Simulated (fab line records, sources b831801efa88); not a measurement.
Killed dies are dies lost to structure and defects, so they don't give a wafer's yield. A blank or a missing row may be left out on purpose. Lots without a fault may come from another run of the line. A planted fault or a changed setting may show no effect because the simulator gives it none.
A struck lot beside a sound one | flow sky130 | 36 steps out of a route of 708
Sound: wafers L941.1, L941.2, L941.4. Struck: wafers L924.4, L924.5, L924.6. The cause comes at the end.
At each step with rows: each side's tool, then ch and its chambers, then its first start. Under that, the readings that differ: sound wafers | struck wafers | difference of the means | sigmas: that difference in standard deviations of wafers without a fault.
alike: readings whose means differ by less than 2 such deviations, and words and numbers that are the same on both sides. not compared: withheld readings, readings that some wafer has no value for, bounds like >300 that may hide the same value, and numbers for which the record gives no deviation and whose values overlap.
The two part at a step that has a row with sigmas, a row that says differs or no value, or rows on one side only. Numbers that don't overlap but have no deviation are shown without sigmas and don't part them. A reading that every wafer of one side lacks parts them only if that side has two wafers or more.

first, 10 steps without rows for these wafers: SKY_GATE_OXIDE_COAT_05 (resist thk 1140 nm); SKY_GATE_OXIDE_SOFTBAKE_06 (time 60 s); SKY_GATE_OXIDE_EXPOSE_07 (exposes mask LVOM, target cd 600 nm); SKY_GATE_OXIDE_PEB_08; SKY_GATE_OXIDE_DEVELOP_09 (develop time 60 s); SKY_GATE_OXIDE_IMPLANT_11; SKY_GATE_OXIDE_WET_ETCH_12 (etches SiO2 in dHF, target depth 16.8 nm, time 336 s); SKY_GATE_OXIDE_STRIP_13 (strips in O2/N2); SKY_GATE_OXIDE_CLEAN_15 (cleans in SC1/SC2, time 150 s); SKY_GATE_OXIDE_OXIDATION_16 (stabilise 600 s, purge 300 s, target thk 3.57 nm).
SKY_POLY_GATE_CVD_00: deposits poly-Si, target thk 180 nm, time 720 s.
  sound on lpcvd-01 ch 1, day 20 20:29; struck on lpcvd-01 ch 1, day 15 02:24
  reading                                       | sound             | struck            | difference | sigmas
  model.poly-Si_of_POLY_GATE_CVD_00.thk_nm (nm) | 180.5 178.9 180.8 | 150.5 151.2 150.2 | -29.4      |
  alike: spike_tc_bottom_C
SKY_POLY_GATE_THK_MEAS_01:
  sound on film_metro-03, day 20 21:41; struck on film_metro-01, day 15 04:14
  reading                   | sound             | struck            | difference | sigmas
  POLY_GATE_CVD_00_THK (nm) | 180.5 178.9 180.9 | 150.5 151.1 150.2 | -29.5      | -16
then, 9 steps without rows for these wafers: SKY_RES_PROTECT_DEHYDRATE_00 (time 60 s); SKY_RES_PROTECT_HMDS_01 (prime time 60 s); SKY_RES_PROTECT_COAT_02 (resist thk 1140 nm); SKY_RES_PROTECT_SOFTBAKE_03 (time 60 s); SKY_RES_PROTECT_EXPOSE_04 (exposes mask RPM, target cd 1270 nm); SKY_RES_PROTECT_PEB_05; SKY_RES_PROTECT_DEVELOP_06 (develop time 60 s); SKY_POLY_GATE_IMPLANT_02; SKY_RES_PROTECT_STRIP_07 (strips in O2/N2).
SKY_RES_PROTECT_CLEAN_09: cleans in SC1/SC2, time 150 s.
  sound on wet_bench-02 ch 0, day 22 05:07; struck on wet_bench-03 ch 1, day 16 08:19
  reading                                       | sound             | struck            | difference | sigmas
  bath_guard_temp_C (C)                         | 70.8 70.7 71.2    | 69.5 69.8 70.0    | -1.1       | -2
  model.poly-Si_of_POLY_GATE_CVD_00.thk_nm (nm) | 179.8 178.3 180.2 | 149.9 150.5 149.5 | -29.5      |
then, 11 steps without rows for these wafers: SKY_POLY_GATE_CVD_03 (deposits Si3N4 from DCS/NH3, target thk 75 nm, time 1290 s); SKY_POLY_GATE_DEHYDRATE_05 (time 60 s); SKY_POLY_GATE_HMDS_06 (prime time 60 s); SKY_POLY_GATE_COAT_07 (resist thk 110 nm); SKY_POLY_GATE_COAT_08 (resist thk 450 nm); SKY_POLY_GATE_SOFTBAKE_09 (time 90 s); SKY_POLY_GATE_EXPOSE_10 (exposes mask P1M, target cd 150 nm); SKY_POLY_GATE_PEB_11; SKY_POLY_GATE_DEVELOP_12 (develop time 60 s); SKY_POLY_GATE_ETCH_15 (etches BARC in N2/H2, stops on SiO2, time 118.5 s, target depth 110 nm); SKY_POLY_GATE_ETCH_16 (etches Si3N4 in CH3F/O2, stops on poly-Si, time 147.5 s, target depth 75 nm).
SKY_POLY_GATE_ETCH_17: etches poly-Si in HBr/Cl2, stops on SiO2, target depth 180 nm, time 70.5 s.
  sound on rie_si-01 ch 0,1,2, day 23 13:06; struck on rie_si-01 ch 0,3, day 17 15:47
  reading                               | sound             | struck            | difference | sigmas
  oes_product_au (a.u.)                 | 0.997 0.980 0.971 | 0.878 0.886 0.872 | -0.104     | -12
  model.POLY_GATE.feature_depth_nm (nm) | 178.6 177.5 173.2 | 149.9 150.5 149.5 | -26.5      |
  model.etch.depth_nm (nm)              | 178.6 177.5 173.2 | 149.9 150.5 149.5 | -26.5      |
  alike: bias_w, drypump_motor_current_A, throttle_valve_pct
  not compared: rf_hours_counter_h
then, 1 step without rows for these wafers: SKY_POLY_GATE_STRIP_18 (strips in O2/N2).
-- the record jumps here: 29 days lie between the struck wafers' starts before and after (it left off in module POLY_GATE and takes up again in module PAD_OPEN, whose first step shown is number 708 of the route) --
SKY_PAD_OPEN_PROBE_99:
  sound on prober-01, day 50 09:29; struck on prober-02, day 46 20:43
  reading                             | sound             | struck            | difference | sigmas
  model.etest.res_high_po.line_ohm_um | 739.1 748.5 732.8 | 858.6 844.9 859   | +114.0     |
  model.etest.res_poly.line_ohm_um    | 545.1 510.9 509.7 | 628.3 592.5 625.4 | +93.5      |
  model.etest.res_high_po.rs_ohm_sq   | 254.5 260.9 255.3 | 295.6 294.7 292.5 | +37.4      |
  model.etest.licon_high_po.rc_ohm    | 348 359.5 349.5   | 341.6 325.5 337.3 | -17.5      |
  model.etest.cap_li_to_poly.c_af_um2 | 99.85 99.43 100.1 | 91.72 93.6 92.99  | -7.02      |
  alike: killed_at_M0_to_M3, killed_at_M4_up, killed_at_contacts, killed_at_front_end, killed_at_other, killed_dies, killed_open, killed_short
  not compared: model.etest.res_xhigh_po.line_ohm_um, model.etest.res_xhigh_po.rs_ohm_sq, model.etest.tip_sonos.rs_ohm_sq

WHERE THEY PART
First at SKY_POLY_GATE_THK_MEAS_01; last, within this record, at SKY_POLY_GATE_ETCH_17. Later steps at which nothing parts them and some readings are alike: SKY_PAD_OPEN_PROBE_99.

WHY: what the simulator had put in
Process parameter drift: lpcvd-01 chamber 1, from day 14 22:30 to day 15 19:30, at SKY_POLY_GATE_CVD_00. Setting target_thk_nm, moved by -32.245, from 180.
